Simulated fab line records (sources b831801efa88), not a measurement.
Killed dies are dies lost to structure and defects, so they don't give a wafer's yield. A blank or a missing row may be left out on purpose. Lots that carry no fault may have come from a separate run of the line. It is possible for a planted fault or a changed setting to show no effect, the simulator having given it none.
Split-lot experiment | flow sky130 | 27 wafers read across 5 lots, on a route 708 steps long

THE SPLIT ITSELF
At SKY_PASSIVATION_ETCH_11 (etches the open film in CF4/O2, stops on AlCu, target depth 725 nm, time 161.1 s), the setting time s was moved away from the recipe's 161.1 s on 12 of the 27 wafers read, by -43.4% to +60.0%. All remaining wafers had this setting at the recipe value.

The reading is taken at the split's own step.

THE READING
coat_of_PASSIVATION_COAT_06.thk nm (the simulator's own value, which no gauge read), in nm, at SKY_PASSIVATION_ETCH_11 (etches the open film in CF4/O2, stops on AlCu, target depth 725 nm, time 161.1 s). There is no usual value for it anywhere in the file. Here, 15 wafers ran the recipe; their average is 2508 nm with a standard deviation of 15 nm.

wafer  | tool, chamber at the split | time s as run, s | against the recipe | coat_of_PASSIVATION_COAT_06.thk nm, nm | against lot-mates on the recipe
L077.2 | rie diel-01, 0             | 161.1            | recipe             | 2479                                   | -
L077.5 | rie diel-01, 2             | 161.1            | recipe             | 2489                                   | -
L077.6 | rie diel-01, 1             | 161.1            | recipe             | 2496                                   | -
L078.1 | rie diel-04, 0             | 248.5            | +54.3%             | 2256                                   | -261
L078.2 | rie diel-04, 2             | 248.5            | +54.3%             | 2241                                   | -276
L078.3 | rie diel-04, 3             | 248.5            | +54.3%             | 2228                                   | -289
L078.4 | rie diel-04, 1             | 161.1            | recipe             | 2523                                   | -
L078.5 | rie diel-04, 0             | 161.1            | recipe             | 2514                                   | -
L078.6 | rie diel-04, 1             | 161.1            | recipe             | 2515                                   | -
L079.1 | rie diel-04, 1             | 199.5            | +23.8%             | 2413                                   | -93
L079.2 | rie diel-04, 3             | 161.1            | recipe             | 2486                                   | -
L079.3 | rie diel-04, 2             | 161.1            | recipe             | 2510                                   | -
L079.4 | rie diel-04, 0             | 161.1            | recipe             | 2521                                   | -
L079.5 | rie diel-04, 1             | 199.5            | +23.8%             | 2410                                   | -96
L079.6 | rie diel-04, 0             | 199.5            | +23.8%             | 2401                                   | -105
L083.1 | rie diel-01, 0             | 91.19            | -43.4%             | 2726                                   | +216
L083.2 | rie diel-01, 2             | 161.1            | recipe             | 2511                                   | -
L083.3 | rie diel-01, 3             | 91.19            | -43.4%             | 2715                                   | +205
L083.4 | rie diel-01, 1             | 161.1            | recipe             | 2520                                   | -
L083.5 | rie diel-01, 3             | 91.19            | -43.4%             | 2723                                   | +213
L083.6 | rie diel-01, 0             | 161.1            | recipe             | 2499                                   | -
L085.1 | rie diel-04, 3             | 161.1            | recipe             | 2508                                   | -
L085.2 | rie diel-04, 1,0           | 257.7            | +60.0%             | 2234                                   | -286
L085.6 | rie diel-04, 1,0           | 257.7            | +60.0%             | 2234                                   | -286
L085.3 | rie diel-04, 0             | 161.1            | recipe             | 2535                                   | -
L085.4 | rie diel-04, 2             | 161.1            | recipe             | 2516                                   | -
L085.5 | rie diel-04, 1             | 257.7            | +60.0%             | 2238                                   | -282
Where a row lists several chambers, the file gives one row for several wafers and doesn't say which wafer went through which chamber.

FIT RESULTS
A straight line over all 27 wafers: coat_of_PASSIVATION_COAT_06.thk nm changes by -4.75 nm for each +1% of time s; r = -1.00; the points scatter about the line by 14 nm.
The same after taking each lot's own level away (the mean of its wafers on the recipe; 27 wafers): -4.85 nm for each +1%; r = -1.00; scatter 12 nm.
On that fit, the largest move of time s shifts the reading by 2.9e+02 nm.
The span of the lots' own levels, 2488.0 to 2519.7 nm, comes to 2.1 times the standard deviation stated above.
The two slopes are in agreement: the lot-to-lot level therefore moves the slope only a little.
Check: for one of the wafers moved furthest among these (+60.0%), held out of the fit, the line's prediction against its lot-mates is -290 nm. It came out at -286 nm against them.

OTHER SPLITS ON THESE WAFERS
Note: prior to the reading, these wafers also went through further splits. Each is held against what the fit with the lots' levels taken away leaves over:
other split on the same wafers | wafers away from the commonest value | r with coat_of_PASSIVATION_COAT_06.thk nm (lot level and that fit taken away)
SKY_METAL4_SPUTTER_02 time s   | 9                                    | +0.12
SKY_METAL5_SPUTTER_03 time s   | 12                                   | -0.14

THE WHOLE CHAIN: every reading that the file lists as answering this split, in the file's order
step                     | what it does                                                                     | reading                                                                             | change (the file's fit)              | r (the file's)
SKY_PASSIVATION_ETCH_11  | etches the open film in CF4/O2, stops on AlCu, target depth 725 nm, time 161.1 s | coat_of_PASSIVATION_COAT_06.thk nm (the simulator's own value, which no gauge read) | -4.84 nm for each +1% of the setting | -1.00
SKY_PASSIVATION_STRIP_12 | strips in O2/N2                                                                  | strip time to endpoint s                                                            | withheld for each +1% of the setting | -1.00

FILE'S OWN FIT
coat_of_PASSIVATION_COAT_06.thk nm changes by -4.84 nm for each +1% of time s, r = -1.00.
